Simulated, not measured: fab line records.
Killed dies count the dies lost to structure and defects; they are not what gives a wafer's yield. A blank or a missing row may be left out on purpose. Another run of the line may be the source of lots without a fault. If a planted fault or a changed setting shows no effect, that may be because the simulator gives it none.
One fault seen from 2 desks | flow sky130 | each desk holds nothing but its own numbers, with what lay behind them at the end

## DESK OF THE TOOL OWNER: furnace-02
The tool's own readings at SKY_GATE_OXIDE_OXIDATION_16 (stabilise 600 s, purge 300 s, target thk 3.57 nm): means of the sampled wafers that have a number, for each lot that ran on this tool. Marked OUT: a lot whose mean sits more than 4 standard deviations from the usual mean, which makes it out of limits; the brackets give that distance. Readings shown: 7 out of 8 (the first out of limits, and those lying furthest out on some lot).
Columns: A = spikeTcBottomC at SKY_GATE_OXIDE_OXIDATION_16, usual 818.9 C; B = spikeTcCentreC at SKY_GATE_OXIDE_OXIDATION_16, usual 800.8 C; C = spikeTcLowerC at SKY_GATE_OXIDE_OXIDATION_16, usual 800.7 C; D = spikeTcTopC at SKY_GATE_OXIDE_OXIDATION_16, usual 815.3 C; E = spikeTcUpperC at SKY_GATE_OXIDE_OXIDATION_16, usual 801.8 C; F = tubeCenterTempC at SKY_GATE_OXIDE_OXIDATION_16, usual 800 C; G = tube_center_temp_C_max at SKY_GATE_OXIDE_OXIDATION_16, usual 802.1
lot  | first seen here | A               | B               | C               | D                | E               | F                     | G
L839 | day 14 09:52    | 818.7           | 801.7           | 800.8           | 814.5            | 801.2           | 800                   | 802.3
L840 | day 14 20:58    | 820.2           | 801.6           | 800.2           | 813.9            | 801.8           | 800                   | 801.9
L841 | day 15 02:02    | 818.7           | 798.9           | 801.2           | 814.2            | 801.0           | 800                   | 802.0
L842 | day 15 05:05    | 819.6           | 801.9           | 800.9           | 815.1            | 801.6           | 800                   | 802.2
L844 | day 16 06:10    | 820.1           | 801.0           | 800.8           | 813.2            | 802.2           | 800                   | 801.7
L852 | day 18 22:01    | 820.0           | 801.9           | 800.9           | 814.5            | 802.0           | 800                   | 802.2
L853 | day 19 13:20    | 819.1           | 799.7           | 801.6           | 814.1            | 801.1           | 800                   | 802.1
L855 | day 20 00:03    | 819.7           | 800.8           | 801.2           | 814.6            | 802.0           | 800                   | 802.0
L856 | day 20 05:32    | 803.5 (-11) OUT | 784.8 (-15) OUT | 784.5 (-17) OUT | 798.0 (-9.6) OUT | 785.3 (-15) OUT | 783 (-99 or more) OUT | 785.3 (-52) OUT
L858 | day 20 23:20    | 803.6 (-11) OUT | 783.2 (-16) OUT | 783.4 (-18) OUT | 798.2 (-9.5) OUT | 784.5 (-16) OUT | 783 (-99 or more) OUT | 785.4 (-52) OUT
Finding of this desk: L856, L858 out of limits; the first was L856 at day 20 05:32, on spikeTcBottomC at SKY_GATE_OXIDE_OXIDATION_16. Within limits: L839, L840, L841, L842, L844, L852, L853, L855.

## METROLOGY DESK
What the gauges read, lot by lot, whatever tool the lot ran on: means of the sampled wafers that have a number. Marked OUT: a lot whose mean sits more than 4 standard deviations from the usual mean, which makes it out of limits; the brackets give that distance.
Columns: A = PWDE_OVL at SKY_PWDE_OVL_MEAS_07, usual 0.4 nm; B = PWDE_TW at SKY_PWDE_TW_MEAS_10, usual 373; C = LDD_P_OVL at SKY_LDD_P_OVL_MEAS_08, usual 0.4 nm
lot  | first seen here | A    | B   | C
L839 | day 4 05:47     | -1.1 | 373 | 0.0
L840 | day 4 10:39     | 0.3  | 370 | 0.7
L841 | day 4 13:02     | 1.5  | 373 | -1.3
L842 | day 4 17:33     | -1.1 | 377 | 2.2
L844 | day 5 07:45     | 1.5  | 374 | 0.1
L845 | day 5 12:29     | -1.0 | 370 | 0.6
L848 | day 6 02:15     | 0.9  | 378 | 0.4
L849 | day 6 10:35     | 1.6  | 380 | -0.7
L850 | day 6 17:04     | -1.0 | 375 | 0.5
L852 | day 7 03:54     | 2.2  | 378 | 1.2
L853 | day 7 14:31     | -0.2 | 372 | -1.0
L855 | day 7 20:53     | 2.0  | 378 | 0.2
L856 | day 8 00:34     | 0.1  | 371 | 1.3
L858 | day 8 12:35     | -1.3 | 371 | -0.2
This desk found nothing out of limits on any of the 14 lots.

## ALL TOGETHER
At day 20 05:32, on L856, L858, the tool owner's desk was in a position to raise an alarm.
The metrology desk saw nothing out of limits.
The metrology desk has L856, L858 on record, within its limits.
The lots listed all ran SKY_GATE_OXIDE_OXIDATION_16 on furnace-02.

## WHAT THE SIMULATOR HAD PUT IN
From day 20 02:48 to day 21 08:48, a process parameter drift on furnace-02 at SKY_GATE_OXIDE_OXIDATION_16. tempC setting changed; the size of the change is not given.
Lots struck among those shown: L856, L858.
Hours from the fault's start to each desk's first reading out of limits: the tool owner's desk, 3.
